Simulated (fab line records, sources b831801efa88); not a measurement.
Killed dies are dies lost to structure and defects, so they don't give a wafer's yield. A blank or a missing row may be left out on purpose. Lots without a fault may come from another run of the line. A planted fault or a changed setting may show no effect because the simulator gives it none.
fab line records | flow sky130
record lots=5 wafers=15 last_day=49
route steps=708 shown VT_ADJUST_HVTR@140 VT_ADJUST_PCH@143 SONOS_TUNNEL@154 SONOS_ONO@168
lots that met no fault: from a run of the same line without faults
start_h: hours from the record's first day to the start of the lot's first wafer shown | wait_h: hours since the lot's step before | " the same as in the row above | L1.1+2: a row that stands for several wafers | - no value, or no start given | * or withheld: withheld | < > ~ a bound
route shown NAME@n: a module of which the file shows steps, and the number in the route of the first | usual: mean/standard deviation of fault-free wafers | same: alike in all rows | chamber/n: place in a boat | sites: the reading at each site | _std_site: their standard deviation | _edge_site: outer sites' mean less inner sites' | radius_mm: how far each site lies from the wafer's centre | mask NAME#n: copy n | behind: the tool/chamber that last shaped the wafer | hold: why the lot was held/for how many hours/how that ended | device: the transistor (n, p or np) that didn't switch | end of line: the same wafers' tests at the end of the route | a step without rows: its recipe alone | killed: dies lost to structure and defects at the first sort, not the wafer's yield | map: a wafer's dies, x killed, . not, _ none there
set.NAME: the setting as run; set.NAME@STEP: as run at that earlier step | model.NAME: the simulator's own value behind a step, which no gauge read
lots at some steps of the route; a table a step, a row a wafer
services: from which hour (start_h, from the record's first day; less than 0 if before it) a tool's chamber was out of use, for how many hours, and why
## steps
# step SKY_VT_ADJUST_HVTR_IMPLANT_09
# recipe species=B energy_kev=10 dose_cm2=2.1e+12 tilt_deg=withheld
# usual faraday_current_uA=11.85/0.27
# columns lot.wafer tool chamber start_h wait_h faraday_current_uA
L080.2 implanter-02 0 243.16 0.0 12.07
L080.3 " 0 " " 12.19
L080.5 " 0 " " 12.13
L082.1 implanter-04 0 259.96 0.0 12.01
L082.2 " 0 " " 11.90
L082.5 " 0 " " 11.67
L090.3 implanter-01 0 325.18 0.1 11.74
L090.5 " 0 " " 11.73
L090.6 " 0 " " 11.89
L093.1 implanter-02 0 339.53 0.0 12.10
L093.2 " 0 " " 11.66
L093.5 " 0 " " 11.81
L092.1 implanter-04 0 339.83 0.0 11.41
L092.3 " 0 " " 11.86
L092.6 " 0 " " 11.70
# step SKY_VT_ADJUST_HVTR_STRIP_10
# recipe chemistry=O2/N2 power_w=1400 pressure_mtorr=1500 platen_temp_c=withheld o2_flow_sccm=3000 n2_flow_sccm=300 overash_fraction=0.5
# usual drypump_motor_current_A=5.9/0.61 oes_product_au=0.715/0.0046 strip_time_to_endpoint_s=14.17/0.033
# columns lot.wafer tool chamber start_h wait_h drypump_motor_current_A oes_product_au rf_hours_counter_h strip_time_to_endpoint_s
L080.2 plasma_asher-04 0 243.28 0.1 6.1 0.720 56 14.18
L080.3 " 1 " " 5.4 0.723 - 14.20
L080.5 " 1 " " 5.4 0.708 - 14.21
L082.1 plasma_asher-03 0 260.11 0.1 6.7 0.720 12 14.18
L082.2 " 1 " " 6.7 0.713 12 14.14
L082.5 " 1 " " 6.7 0.713 - 14.18
L090.3 plasma_asher-02 1 325.31 0.1 6.0 0.724 - 14.17
L090.5 " 1 " " 6.0 0.704 - 14.19
L090.6 " 0 " " 5.1 0.728 - 14.15
L093.1 plasma_asher-02 0 339.68 0.1 5.2 0.715 65 14.15
L093.2 " 1 " " 6.0 0.715 65 14.15
L093.5 " 0 " " 5.2 0.720 - 14.17
L092.1 plasma_asher-04 1 339.98 0.1 5.4 0.715 65 14.16
L092.3 " 0 " " 6.1 0.715 - 14.13
L092.6 " 1 " " 5.4 0.719 - 14.19
# step SKY_VT_ADJUST_HVTR_TW_MEAS_11
# usual VT_ADJUST_HVTR_TW=210.7/1.5
# columns lot.wafer tool chamber start_h wait_h VT_ADJUST_HVTR_TW
L080.2 film_metro-03 - 243.39 0.1 210.1
L080.3 " - " " 209.9
L080.5 " - " " 211.1
L082.1 film_metro-03 - 260.21 0.1 210.1
L082.2 " - " " 211.3
L082.5 " - " " 210.7
L090.3 film_metro-03 - 325.40 0.1 209.8
L090.5 " - " " 210.4
L090.6 " - " " 210.0
L093.1 film_metro-04 - 339.78 0.1 212.2
L093.2 " - " " 211.7
L093.5 " - " " 212.8
L092.1 film_metro-03 - 340.08 0.1 209.8
L092.3 " - " " 209.5
L092.6 " - " " 208.7
# step SKY_VT_ADJUST_PCH_DEHYDRATE_00
# recipe temp_c=200 time_s=60
# usual resist_line_temp_C=23.01/0.11
# same time_s=60
# columns lot.wafer tool chamber start_h wait_h resist_line_temp_C
L080.2 litho_track-02 0 254.75 11.3 23.08
L080.3 " 0 " " 23.04
L080.5 " 0 " " 22.97
L082.1 litho_track-03 0 271.43 11.2 22.76
L082.2 " 0 " " 22.78
L082.5 " 0 " " 22.80
L090.3 litho_track-03 0 338.83 13.4 23.06
L090.5 " 0 " " 22.88
L090.6 " 0 " " 23.15
L093.1 litho_track-03 0 353.18 13.4 23.00
L093.2 " 0 " " 22.92
L093.5 " 0 " " 23.00
L092.1 litho_track-01 0 353.21 13.1 22.96
L092.3 " 0 " " 23.17
L092.6 " 0 " " 23.04
# step SKY_VT_ADJUST_PCH_HMDS_01
# recipe prime_time_s=60 prime_temp_c=120
# usual prime_temp_c=120.03/0.13 resist_line_temp_C=23.02/0.098
# columns lot.wafer tool chamber start_h wait_h prime_temp_c resist_line_temp_C
L080.2 litho_track-02 0 254.90 0.1 120.18 22.90
L080.3 " 0 " " 120.23 22.82
L080.5 " 0 " " 120.18 22.92
L082.1 litho_track-03 0 271.58 0.1 120.04 22.88
L082.2 " 0 " " 120.19 23.03
L082.5 " 0 " " 120.08 22.91
L090.3 litho_track-03 0 338.98 0.1 119.93 22.98
L090.5 " 0 " " 119.84 23.13
L090.6 " 0 " " 119.95 23.26
L093.1 litho_track-03 0 353.33 0.1 119.97 22.95
L093.2 " 0 " " 120.13 22.95
L093.5 " 0 " " 119.91 22.99
L092.1 litho_track-01 0 353.36 0.1 119.87 23.02
L092.3 " 0 " " 119.83 23.03
L092.6 " 0 " " 119.85 23.00
# step SKY_VT_ADJUST_PCH_COAT_02
# recipe spin_rpm=2000 resist_thk_nm=3000
# usual resist_line_temp_C=23.00/0.11
# columns lot.wafer tool chamber start_h wait_h resist_line_temp_C
L080.2 litho_track-02 0 255.05 0.1 23.05
L080.3 " 0 " " 23.16
L080.5 " 0 " " 23.14
L082.1 litho_track-03 0 271.73 0.1 22.89
L082.2 " 0 " " 23.02
L082.5 " 0 " " 22.98
L090.3 litho_track-03 0 339.13 0.1 22.95
L090.5 " 0 " " 22.91
L090.6 " 0 " " 23.09
L093.1 litho_track-03 0 353.48 0.1 22.85
L093.2 " 0 " " 23.02
L093.5 " 0 " " 22.80
L092.1 litho_track-01 0 353.51 0.1 23.27
L092.3 " 0 " " 23.17
L092.6 " 0 " " 23.08
# step SKY_VT_ADJUST_PCH_SOFTBAKE_03
# recipe temp_c=110 time_s=withheld
# usual resist_line_temp_C=23.00/0.1
# columns lot.wafer tool chamber start_h wait_h resist_line_temp_C
L080.2 litho_track-02 0 255.21 0.1 22.97
L080.3 " 0 " " 22.86
L080.5 " 0 " " 22.95
L082.1 litho_track-03 0 271.88 0.1 22.99
L082.2 " 0 " " 22.83
L082.5 " 0 " " 22.99
L090.3 litho_track-03 0 339.30 0.1 22.97
L090.5 " 0 " " 23.02
L090.6 " 0 " " 23.05
L093.1 litho_track-03 0 353.63 0.1 23.07
L093.2 " 0 " " 22.96
L093.5 " 0 " " 22.87
L092.1 litho_track-01 0 353.66 0.1 23.10
L092.3 " 0 " " 23.25
L092.6 " 0 " " 23.07
# step SKY_VT_ADJUST_PCH_EXPOSE_04
# recipe mask_id=NWM na=0.6 source_shape=conventional sigma_outer=0.6 polarization=unpolarized target_cd_nm=840 dose_mj=255
# columns lot.wafer tool chamber start_h wait_h mask
L080.2+3+5 iline_stepper-01 0 - - NWM#0
L082.1+2+5 iline_stepper-02 0 - - NWM#0
L090.3+5+6 iline_stepper-02 0 - - NWM#0
L093.1+2+5 iline_stepper-02 0 - - NWM#0
L092.1+3+6 iline_stepper-01 0 - - NWM#0
# step SKY_VT_ADJUST_PCH_PEB_05
# recipe temp_c=115 time_s=withheld
# usual resist_line_temp_C=23.03/0.1
# columns lot.wafer tool chamber start_h wait_h resist_line_temp_C
L080.2 litho_track-03 0 - - 23.12
L080.3 " 0 " " 23.15
L080.5 " 0 " " 23.01
L082.1 litho_track-03 0 - - 22.97
L082.2 " 0 " " 23.09
L082.5 " 0 " " 23.09
L090.3 litho_track-03 0 - - 22.89
L090.5 " 0 " " 23.00
L090.6 " 0 " " 22.93
L093.1 litho_track-03 0 - - 23.08
L093.2 " 0 " " 23.08
L093.5 " 0 " " 23.17
L092.1 litho_track-03 0 - - 23.16
L092.3 " 0 " " 23.27
L092.6 " 0 " " 23.09
# step SKY_VT_ADJUST_PCH_DEVELOP_06
# recipe wall_angle_deg=90 developer=TMAH develop_time_s=60 dev_temp_c=23
# usual resist_line_temp_C=22.99/0.099
# columns lot.wafer tool chamber start_h wait_h resist_line_temp_C
L080.2 litho_track-03 0 - - 23.01
L080.3 " 0 " " 23.03
L080.5 " 0 " " 23.09
L082.1 litho_track-03 0 - - 22.92
L082.2 " 0 " " 22.99
L082.5 " 0 " " 23.01
L090.3 litho_track-03 0 - - 22.85
L090.5 " 0 " " 22.88
L090.6 " 0 " " 22.99
L093.1 litho_track-03 0 - - 22.97
L093.2 " 0 " " 23.02
L093.5 " 0 " " 23.00
L092.1 litho_track-03 0 - - 23.02
L092.3 " 0 " " 22.92
L092.6 " 0 " " 22.89
# step SKY_VT_ADJUST_PCH_OVL_MEAS_07
# usual VT_ADJUST_PCH_OVL=-0.4/1.5
# columns lot.wafer tool chamber start_h wait_h VT_ADJUST_PCH_OVL[nm]
L080.2 overlay-01 - 266.49 - -1.0
L080.3 " - " " -1.4
L080.5 " - " " -1.1
L082.1 overlay-01 - 284.23 - 0.9
L082.2 " - " " 2.5
L082.5 " - " " 1.7
L090.3 overlay-01 - 353.20 - -1.9
L090.5 " - " " 2.1
L090.6 " - " " -0.5
L093.1 overlay-02 - 367.28 - 0.8
L093.2 " - " " 0.6
L093.5 " - " " 1.1
L092.1 overlay-01 - 367.63 - 0.2
L092.3 " - " " -0.7
L092.6 " - " " -1.0
# step SKY_VT_ADJUST_PCH_IMPLANT_08
# recipe species=B energy_kev=10 dose_cm2=5e+11 tilt_deg=withheld
# usual faraday_current_uA=2.82/0.063
# columns lot.wafer tool chamber start_h wait_h faraday_current_uA
L080.2 implanter-01 0 266.54 0.0 2.81
L080.3 " 0 " " 2.89
L080.5 " 0 " " 2.81
L082.1 implanter-03 0 284.27 0.0 2.85
L082.2 " 0 " " 2.76
L082.5 " 0 " " 2.90
L090.3 implanter-04 0 353.27 0.1 2.91
L090.5 " 0 " " 2.80
L090.6 " 0 " " 2.93
L093.1 implanter-01 0 367.32 0.0 2.86
L093.2 " 0 " " 2.78
L093.5 " 0 " " 2.82
L092.1 implanter-03 0 367.67 0.0 2.67
L092.3 " 0 " " 2.79
L092.6 " 0 " " 2.82
# step SKY_VT_ADJUST_PCH_STRIP_09
# recipe chemistry=O2/N2 power_w=1400 pressure_mtorr=1500 platen_temp_c=withheld o2_flow_sccm=3000 n2_flow_sccm=300 overash_fraction=0.5
# usual drypump_motor_current_A=6.1/0.58 oes_product_au=0.722/0.0046 strip_time_to_endpoint_s=36.92/0.1
# columns lot.wafer tool chamber start_h wait_h drypump_motor_current_A oes_product_au rf_hours_counter_h strip_time_to_endpoint_s
L080.2 plasma_asher-01 1 266.67 0.1 5.7 0.721 45 36.73
L080.3 " 0 " " 6.0 0.717 - 36.95
L080.5 " 1 " " 5.7 0.722 - 36.70
L082.1 plasma_asher-03 1 284.42 0.1 6.7 0.720 15 37.05
L082.2 " 0 " " 6.7 0.721 15 37.06
L082.5 " 0 " " 6.7 0.724 - 37.21
L090.3 plasma_asher-03 1 353.40 0.1 6.7 0.715 - 36.90
L090.5 " 0 " " 6.7 0.721 - 36.94
L090.6 " 1 " " 6.7 0.728 - 36.87
L093.1 plasma_asher-01 0 367.47 0.1 5.9 0.718 54 37.19
L093.2 " 1 " " 5.7 0.719 54 37.11
L093.5 " 1 " " 5.7 0.725 - 37.07
L092.1 plasma_asher-02 0 367.82 0.1 5.2 0.717 68 36.84
L092.3 " 0 " " 5.1 0.715 - 36.84
L092.6 " 1 " " 6.0 0.727 - 36.77
# step SKY_VT_ADJUST_PCH_TW_MEAS_10
# usual VT_ADJUST_PCH_TW=141.6/0.82
# columns lot.wafer tool chamber start_h wait_h VT_ADJUST_PCH_TW
L080.2 film_metro-03 - 266.78 0.1 142.7
L080.3 " - " " 142.3
L080.5 " - " " 141.8
L082.1 film_metro-03 - 284.52 0.1 142.3
L082.2 " - " " 141.1
L082.5 " - " " 142.3
L090.3 film_metro-02 - 353.49 0.1 140.5
L090.5 " - " " 140.6
L090.6 " - " " 139.7
L093.1 film_metro-01 - 367.57 0.1 140.7
L093.2 " - " " 142.2
L093.5 " - " " 140.7
L092.1 film_metro-01 - 367.92 0.1 141.7
L092.3 " - " " 142.0
L092.6 " - " " 141.5
# step SKY_SONOS_TUNNEL_DEHYDRATE_00
# recipe temp_c=200 time_s=60
# usual resist_line_temp_C=23.02/0.12
# same time_s=60
# columns lot.wafer tool chamber start_h wait_h resist_line_temp_C
L080.2 litho_track-03 0 278.11 11.3 23.07
L080.3 " 0 " " 23.01
L080.5 " 0 " " 23.00
L082.1 litho_track-01 0 296.51 12.0 22.76
L082.2 " 0 " " 23.06
L082.5 " 0 " " 23.01
L090.3 litho_track-03 0 366.38 12.9 22.95
L090.5 " 0 " " 23.13
L090.6 " 0 " " 23.04
L093.1 litho_track-04 0 381.45 13.9 22.99
L093.2 " 0 " " 23.07
L093.5 " 0 " " 22.99
L092.1 litho_track-04 0 382.05 14.1 22.99
L092.3 " 0 " " 23.01
L092.6 " 0 " " 22.93
# step SKY_SONOS_TUNNEL_HMDS_01
# recipe prime_time_s=60 prime_temp_c=120
# usual prime_temp_c=119.99/0.12 resist_line_temp_C=23.00/0.11
# columns lot.wafer tool chamber start_h wait_h prime_temp_c resist_line_temp_C
L080.2 litho_track-03 0 278.26 0.1 120.07 23.01
L080.3 " 0 " " 120.10 23.05
L080.5 " 0 " " 120.03 22.97
L082.1 litho_track-01 0 296.66 0.1 120.28 23.08
L082.2 " 0 " " 120.03 23.00
L082.5 " 0 " " 120.24 23.08
L090.3 litho_track-03 0 366.53 0.1 120.01 22.91
L090.5 " 0 " " 119.75 23.16
L090.6 " 0 " " 119.96 23.10
L093.1 litho_track-04 0 381.60 0.1 119.97 22.96
L093.2 " 0 " " 119.99 23.07
L093.5 " 0 " " 119.99 23.10
L092.1 litho_track-04 0 382.20 0.1 120.11 23.11
L092.3 " 0 " " 120.16 23.05
L092.6 " 0 " " 120.03 23.06
# step SKY_SONOS_TUNNEL_COAT_02
# recipe resist=NOVOLAK spin_rpm=3000 resist_thk_nm=1140
# usual resist_line_temp_C=22.97/0.12
# columns lot.wafer tool chamber start_h wait_h resist_line_temp_C
L080.2 litho_track-03 0 278.41 0.1 22.89
L080.3 " 0 " " 22.92
L080.5 " 0 " " 22.87
L082.1 litho_track-01 0 296.81 0.1 22.87
L082.2 " 0 " " 23.02
L082.5 " 0 " " 22.97
L090.3 litho_track-03 0 366.68 0.1 22.85
L090.5 " 0 " " 22.95
L090.6 " 0 " " 22.94
L093.1 litho_track-04 0 381.75 0.1 23.08
L093.2 " 0 " " 23.07
L093.5 " 0 " " 23.00
L092.1 litho_track-04 0 382.35 0.1 23.05
L092.3 " 0 " " 22.95
L092.6 " 0 " " 22.91
# step SKY_SONOS_TUNNEL_SOFTBAKE_03
# recipe temp_c=90 time_s=60 resist=NOVOLAK
# usual resist_line_temp_C=22.99/0.11
# same time_s=60
# columns lot.wafer tool chamber start_h wait_h resist_line_temp_C
L080.2 litho_track-03 0 278.56 0.1 22.76
L080.3 " 0 " " 22.86
L080.5 " 0 " " 23.01
L082.1 litho_track-01 0 296.96 0.1 22.88
L082.2 " 0 " " 22.94
L082.5 " 0 " " 22.90
L090.3 litho_track-03 0 366.83 0.1 22.95
L090.5 " 0 " " 23.12
L090.6 " 0 " " 23.09
L093.1 litho_track-04 0 381.90 0.1 22.96
L093.2 " 0 " " 23.11
L093.5 " 0 " " 23.31
L092.1 litho_track-04 0 382.50 0.1 23.11
L092.3 " 0 " " 23.14
L092.6 " 0 " " 22.89
# step SKY_SONOS_TUNNEL_EXPOSE_04
# recipe mask_id=TUNM na=0.6 source_shape=conventional sigma_outer=0.6 polarization=unpolarized target_cd_nm=410 dose_mj=136
# columns lot.wafer tool chamber start_h wait_h mask
L080.2+3+5 iline_stepper-01 0 - - TUNM#0
L082.1+2+5 iline_stepper-01 0 - - TUNM#0
L090.3+5+6 iline_stepper-02 0 - - TUNM#0
L093.1+2+5 iline_stepper-02 0 - - TUNM#0
L092.1+3+6 iline_stepper-02 0 - - TUNM#0
# step SKY_SONOS_TUNNEL_PEB_05
# recipe temp_c=withheld time_s=* resist=NOVOLAK
# usual resist_line_temp_C=*
# same time_s=*
# columns lot.wafer tool chamber start_h wait_h resist_line_temp_C
L080.2 litho_track-01 0 - - *
L080.3 " 0 " " *
L080.5 " 0 " " *
L082.1 litho_track-01 0 - - *
L082.2 " 0 " " *
L082.5 " 0 " " *
L090.3 litho_track-01 0 - - *
L090.5 " 0 " " *
L090.6 " 0 " " *
L093.1 litho_track-03 0 - - *
L093.2 " 0 " " *
L093.5 " 0 " " *
L092.1 litho_track-01 0 - - *
L092.3 " 0 " " *
L092.6 " 0 " " *
# step SKY_SONOS_TUNNEL_DEVELOP_06
# recipe resist=NOVOLAK developer=TMAH develop_time_s=60 dev_temp_c=23
# usual resist_line_temp_C=22.98/0.1
# columns lot.wafer tool chamber start_h wait_h resist_line_temp_C
L080.2 litho_track-01 0 291.29 0.1 23.03
L080.3 " 0 " " 22.90
L080.5 " 0 " " 22.82
L082.1 litho_track-01 0 310.01 0.1 22.81
L082.2 " 0 " " 22.94
L082.5 " 0 " " 22.74
L090.3 litho_track-01 0 380.86 0.1 23.11
L090.5 " 0 " " 23.08
L090.6 " 0 " " 23.10
L093.1 litho_track-03 0 396.33 0.1 23.03
L093.2 " 0 " " 22.86
L093.5 " 0 " " 22.97
L092.1 litho_track-01 0 396.76 0.1 23.05
L092.3 " 0 " " 23.21
L092.6 " 0 " " 23.25
# step SKY_SONOS_TUNNEL_CD_MEAS_07
# recipe target_cd_nm=410
# usual cd_nm=411.0/2.4
# columns lot.wafer tool chamber start_h wait_h cd_nm
L080.2 cd_sem-01 - 291.43 0.1 410.5
L080.3 " - " " 410.6
L080.5 " - " " 411.7
L082.1 cd_sem-02 - 310.16 0.1 409.2
L082.2 " - " " 406.4
L082.5 " - " " 407.8
L090.3 cd_sem-01 - 381.00 0.1 411.2
L090.5 " - " " 409.7
L090.6 " - " " 408.1
L093.1 cd_sem-01 - 396.48 0.1 411.3
L093.2 " - " " 410.0
L093.5 " - " " 411.2
L092.1 cd_sem-02 - 396.91 0.1 411.5
L092.3 " - " " 409.5
L092.6 " - " " 409.8
# step SKY_SONOS_TUNNEL_OVL_MEAS_08
# usual SONOS_TUNNEL_OVL=-0.3/1.5
# columns lot.wafer tool chamber start_h wait_h SONOS_TUNNEL_OVL[nm]
L080.2 overlay-02 - 291.54 0.1 -0.5
L080.3 " - " " -1.3
L080.5 " - " " -0.7
L082.1 overlay-02 - 310.28 0.1 -0.4
L082.2 " - " " -2.3
L082.5 " - " " 0.4
L090.3 overlay-02 - 381.09 0.1 -3.2
L090.5 " - " " -2.6
L090.6 " - " " -3.1
L093.1 overlay-01 - 396.60 0.1 1.0
L093.2 " - " " 1.0
L093.5 " - " " 0.9
L092.1 overlay-02 - 397.03 0.1 -2.8
L092.3 " - " " -4.7
L092.6 " - " " -1.4
# step SKY_SONOS_TUNNEL_IMPLANT_09
# recipe species=B energy_kev=20 dose_cm2=1e+12 tilt_deg=withheld
# usual faraday_current_uA=5.63/0.12
# columns lot.wafer tool chamber start_h wait_h faraday_current_uA
L080.2 implanter-03 0 291.59 0.0 5.65
L080.3 " 0 " " 5.77
L080.5 " 0 " " 5.64
L082.1 implanter-03 0 310.32 0.0 5.75
L082.2 " 0 " " 5.69
L082.5 " 0 " " 5.70
L090.3 implanter-04 0 381.17 0.1 5.53
L090.5 " 0 " " 5.60
L090.6 " 0 " " 5.41
L093.1 implanter-04 0 396.64 0.0 5.82
L093.2 " 0 " " 5.64
L093.5 " 0 " " 5.48
L092.1 implanter-04 0 397.07 0.0 5.87
L092.3 " 0 " " 5.46
L092.6 " 0 " " 5.59
# step SKY_SONOS_TUNNEL_WET_ETCH_10
# recipe chemistry=dHF target_depth_nm=14 target=SiO2 dilution=100:1 temp_c=25 time_s=280
# same time_s=280
# columns lot.wafer tool chamber start_h wait_h
L080.2+3+5 wet_bench-04 2 291.72 0.1
L082.1+2+5 wet_bench-02 1 310.47 0.1
L090.3+5+6 wet_bench-01 2 381.27 0.1
L093.1+2+5 wet_bench-04 2 396.79 0.1
L092.1+3+6 wet_bench-04 1 397.22 0.1
# step SKY_SONOS_TUNNEL_STRIP_11
# recipe chemistry=SPM time_s=600 temp_c=130
# same time_s=600
# columns lot.wafer tool chamber start_h wait_h
L080.2+3+5 wet_bench-02 1 291.80 0.0
L082.1+2+5 wet_bench-01 1 310.55 0.0
L090.3+5+6 wet_bench-02 2 381.35 0.0
L093.1+2+5 wet_bench-01 1 396.96 0.0
L092.1+3+6 wet_bench-01 0 397.39 0.0
# step SKY_SONOS_TUNNEL_TW_MEAS_12
# usual SONOS_TUNNEL_TW=196.7/1.4
# columns lot.wafer tool chamber start_h wait_h SONOS_TUNNEL_TW
L080.2 film_metro-01 - 291.99 0.0 194.7
L080.3 " - " " 194.3
L080.5 " - " " 194.7
L082.1 film_metro-01 - 310.73 0.0 194.6
L082.2 " - " " 194.6
L082.5 " - " " 195.4
L090.3 film_metro-01 - 381.55 0.0 195.9
L090.5 " - " " 195.5
L090.6 " - " " 194.8
L093.1 film_metro-01 - 397.14 0.0 196.2
L093.2 " - " " 196.6
L093.5 " - " " 194.7
L092.1 film_metro-03 - 397.56 0.0 196.6
L092.3 " - " " 196.7
L092.6 " - " " 196.1
# step SKY_SONOS_TUNNEL_CLEAN_13
# recipe chemistry=dHF time_s=20 dilution=100:1 dry=ipa_marangoni
# same time_s=20
# columns lot.wafer tool chamber start_h wait_h
L080.2+3+5 wet_bench-01 2 292.04 0.0
L082.1+2+5 wet_bench-04 2 310.79 0.1
L090.3+5+6 wet_bench-04 1 381.59 0.0
L093.1+2+5 wet_bench-01 1 397.20 0.1
L092.1+3+6 wet_bench-02 0 397.62 0.1
# step SKY_SONOS_ONO_OXIDATION_00
# recipe temp_c=800 ambient=O2 idle_temp_c=700 ramp_up_c_per_min=10 ramp_down_c_per_min=3 stabilise_s=600 purge_s=300 target_thk_a=26 ox_time_s=1249
# usual ox_temp_c_max=802.6/0.52 spike_tc_lower_C=800.0/1.6 zone_power_centre_pct=13.7/1.3
# columns lot.wafer tool chamber start_h wait_h ox_temp_c_max spike_tc_lower_C zone_power_centre_pct
L080.2 furnace-02 0 292.50 0.5 803.0 799.5 12.4
L080.3 " 0 " " 802.3 798.4 12.5
L080.5 " 0 " " 802.5 798.0 12.4
L082.1 furnace-01 0 311.35 0.5 802.5 802.9 15.1
L082.2 " 0 " " 802.7 800.5 15.0
L082.5 " 0 " " 802.9 802.6 15.3
L090.3 furnace-02 0 382.76 1.2 802.2 800.5 12.7
L090.5 " 0 " " 802.1 797.7 12.5
L090.6 " 0 " " 803.1 796.9 12.5
L092.1 furnace-01 0 401.37 3.7 803.8 802.1 15.6
L092.3 " 0 " " 803.7 802.7 15.3
L092.6 " 0 " " 803.0 801.9 15.4
L093.1 furnace-01 0 401.37 4.2 801.9 799.7 15.4
L093.2 " 0 " " 802.2 799.0 15.2
L093.5 " 0 " " 802.8 800.5 15.5
# step SKY_SONOS_ONO_THK_MEAS_01
# recipe reads=SiO2_of_SONOS_ONO_OXIDATION_00
# usual SONOS_ONO_OXIDATION_THK=2.62/0.065
# columns lot.wafer tool chamber start_h wait_h SONOS_ONO_OXIDATION_THK[nm]
L080.2 film_metro-02 - 293.86 0.0 2.50
L080.3 " - " " 2.49
L080.5 " - " " 2.50
L082.1 film_metro-04 - 312.70 0.0 2.72
L082.2 " - " " 2.76
L082.5 " - " " 2.71
L090.3 film_metro-02 - 384.12 0.0 2.57
L090.5 " - " " 2.62
L090.6 " - " " 2.61
L092.1 film_metro-01 - 402.72 0.0 2.67
L092.3 " - " " 2.70
L092.6 " - " " 2.74
L093.1 film_metro-02 - 402.72 0.0 2.62
L093.2 " - " " 2.74
L093.5 " - " " 2.66
# step SKY_SONOS_ONO_CVD_02
# recipe material=Si3N4 precursor=DCS/NH3 target_thk_nm=10.5 temp_c=770 time_s=180 pressure_mtorr=250
# usual spike_tc_lower_C=771.3/1.3 zone_power_centre_pct=14.0/1.1
# same time_s=180
# columns lot.wafer tool chamber start_h wait_h spike_tc_lower_C zone_power_centre_pct
L080.2 lpcvd-02 0 294.35 0.5 772.2 14.9
L080.3 " 0 " " 770.2 15.2
L080.5 " 0 " " 772.8 15.1
L082.1 lpcvd-02 0 314.02 1.3 773.8 15.0
L082.2 " 0 " " 772.0 15.1
L082.5 " 0 " " 771.7 15.4
L090.3 lpcvd-02 0 384.16 0.0 770.9 15.1
L090.5 " 0 " " 773.0 15.3
L090.6 " 0 " " 771.3 15.4
L092.1 lpcvd-02 1 404.05 1.3 770.0 13.0
L092.3 " 1 " " 769.1 12.9
L092.6 " 1 " " 769.9 13.0
L093.1 lpcvd-02 0 404.05 1.3 771.4 15.1
L093.2 " 0 " " 773.4 15.2
L093.5 " 0 " " 771.9 15.2
# step SKY_SONOS_ONO_THK_MEAS_03
# recipe reads=Si3N4_of_SONOS_ONO_CVD_02
# usual SONOS_ONO_CVD_02_THK=10.50/0.18
# columns lot.wafer tool chamber start_h wait_h SONOS_ONO_CVD_02_THK[nm]
L080.2 film_metro-02 - 295.41 0.0 10.15
L080.3 " - " " 10.17
L080.5 " - " " 10.13
L082.1 film_metro-01 - 315.12 0.1 10.85
L082.2 " - " " 10.69
L082.5 " - " " 10.73
L090.3 film_metro-01 - 385.23 0.0 10.50
L090.5 " - " " 10.48
L090.6 " - " " 10.63
L092.1 film_metro-02 - 405.10 0.0 10.63
L092.3 " - " " 10.72
L092.6 " - " " 10.59
L093.1 film_metro-01 - 405.10 0.0 10.31
L093.2 " - " " 10.32
L093.5 " - " " 10.41
# step SKY_SONOS_ONO_CVD_04
# recipe material=SiO2 precursor=SiH4/N2O target_thk_nm=5.7199 temp_c=900 pressure_mtorr=400
# usual spike_tc_lower_C=901.2/0.88 zone_power_centre_pct=20.7/2.2
# same time_s=900
# columns lot.wafer tool chamber start_h wait_h spike_tc_lower_C zone_power_centre_pct
L080.2 lpcvd-03 0 295.46 0.0 901.3 18.8
L080.3 " 0 " " 901.4 18.7
L080.5 " 0 " " 902.4 18.8
L082.1 lpcvd-03 1 315.18 0.1 901.5 23.2
L082.2 " 1 " " 901.8 23.2
L082.5 " 1 " " 900.8 23.2
L090.3 lpcvd-03 1 385.27 0.0 899.3 22.9
L090.5 " 1 " " 902.4 23.3
L090.6 " 1 " " 902.5 22.7
L092.1 lpcvd-03 0 405.16 0.1 901.1 18.5
L092.3 " 0 " " 902.7 19.1
L092.6 " 0 " " 900.8 18.4
L093.1 lpcvd-03 0 405.16 0.1 900.6 18.7
L093.2 " 0 " " 899.7 18.8
L093.5 " 0 " " 901.4 18.4
# step SKY_SONOS_ONO_THK_MEAS_05
# recipe reads=SiO2_of_SONOS_ONO_CVD_04
# usual SONOS_ONO_CVD_04_THK=5.73/0.11
# columns lot.wafer tool chamber start_h wait_h SONOS_ONO_CVD_04_THK[nm]
L080.2 film_metro-04 - 296.72 0.0 5.70
L080.3 " - " " 5.73
L080.5 " - " " 5.68
L082.1 film_metro-04 - 316.43 0.0 5.74
L082.2 " - " " 5.85
L082.5 " - " " 5.91
L090.3 film_metro-02 - 386.54 0.0 5.70
L090.5 " - " " 5.50
L090.6 " - " " 5.56
L092.1 film_metro-01 - 406.41 0.0 5.81
L092.3 " - " " 5.71
L092.6 " - " " 5.84
L093.1 film_metro-02 - 406.41 0.0 5.62
L093.2 " - " " 5.56
L093.5 " - " " 5.56
# step SKY_SONOS_ONO_DEHYDRATE_06
# recipe temp_c=200 time_s=60
# usual resist_line_temp_C=23.01/0.1
# same time_s=60
# columns lot.wafer tool chamber start_h wait_h resist_line_temp_C
L080.2 litho_track-01 0 309.28 12.6 22.89
L080.3 " 0 " " 22.71
L080.5 " 0 " " 22.90
L082.1 litho_track-04 0 328.50 12.1 23.09
L082.2 " 0 " " 23.08
L082.5 " 0 " " 22.83
L090.3 litho_track-04 0 400.85 14.3 23.08
L090.5 " 0 " " 23.10
L090.6 " 0 " " 23.18
L092.1 litho_track-04 0 420.00 13.6 23.13
L092.3 " 0 " " 23.09
L092.6 " 0 " " 23.15
L093.1 litho_track-01 0 420.06 13.6 23.14
L093.2 " 0 " " 22.95
L093.5 " 0 " " 23.01
## services
# columns tool chamber start_h hours kind
implanter-03 - 226.03 3.3 pm
iline_stepper-01 - 235.22 4.4 pm
iline_stepper-01 - 245.77 2.1 pm
implanter-03 - 251.61 1.3 repair
wet_bench-01 - 263.22 4.3 repair
plasma_asher-03 - 270.50 0.3 repair
implanter-04 - 273.62 1.1 repair
implanter-01 - 273.97 4.7 repair
implanter-01 - 326.56 6.9 pm
implanter-04 - 326.80 7.1 repair
implanter-01 - 337.08 3.9 repair
iline_stepper-01 - 343.41 1.7 pm
wet_bench-02 - 350.89 30.0 repair
implanter-03 - 351.24 5.2 pm
wet_bench-01 - 352.10 6.4 repair
implanter-01 - 364.40 2.9 pm
iline_stepper-01 - 366.18 3.9 repair
furnace-01 - 386.27 4.3 pm
implanter-04 - 387.75 2.7 repair
furnace-01 - 389.55 9.1 repair
iline_stepper-02 - 399.29 1.7 pm
implanter-04 - 400.65 1.7 repair
lpcvd-02 - 413.08 0.5 repair
implanter-04 - 416.44 3.4 pm
## key
fault none
